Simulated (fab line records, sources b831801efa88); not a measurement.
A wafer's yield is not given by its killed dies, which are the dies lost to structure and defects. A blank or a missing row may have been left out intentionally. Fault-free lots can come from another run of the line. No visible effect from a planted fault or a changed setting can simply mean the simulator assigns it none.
Which of the tools did it? ; flow gf180mcu ; 7 lots (21 wafers sampled), 1 step of a 602-step route

## WHAT THE GAUGES SHOWED, per wafer
GF_STI_BOW_MEAS_00.
lot;measured;on;INCOMING_BOW (um)
L720;day 1 15:02;film_metro-01;-8 5 -4
L722;day 2 01:00;film_metro-04;2 -1 12
L724;day 2 11:01;film_metro-03;-2 -9 20
L726;day 2 21:02;film_metro-04;2 8 8
L731;day 3 22:02;film_metro-01;3 4 -5
L733;day 4 08:00;film_metro-04;2 -4 0
L741;day 6 00:01;film_metro-03;-8 -13 -4

## WHAT TOOL EACH LOT RAN ON (gives the tool, then ch and the chambers of the sampled wafers, and finally the start)
There is no process step in the record ahead of these readings.

## THE ANSWER, worked out from the rows above alone
Rule: the usual values come from the lots themselves. Put in order of their means at a reading, lots are off if they are a third of the lots or fewer, leave a main group of 4 or more, and stand apart from it by a gap of 3 or more times the standard deviation of the main group's means; of several such gaps the widest counts. A main group is skipped when, at the precision printed for the reading in the tables above, its means are all equal. A lot without any number at a reading at which 4 lots or more have one is off too. All remaining lots with rows at the step are treated as sound.
No lot is off at any reading shown: from this, nothing can be told.

## WHAT WAS PUT IN BY THE SIMULATOR
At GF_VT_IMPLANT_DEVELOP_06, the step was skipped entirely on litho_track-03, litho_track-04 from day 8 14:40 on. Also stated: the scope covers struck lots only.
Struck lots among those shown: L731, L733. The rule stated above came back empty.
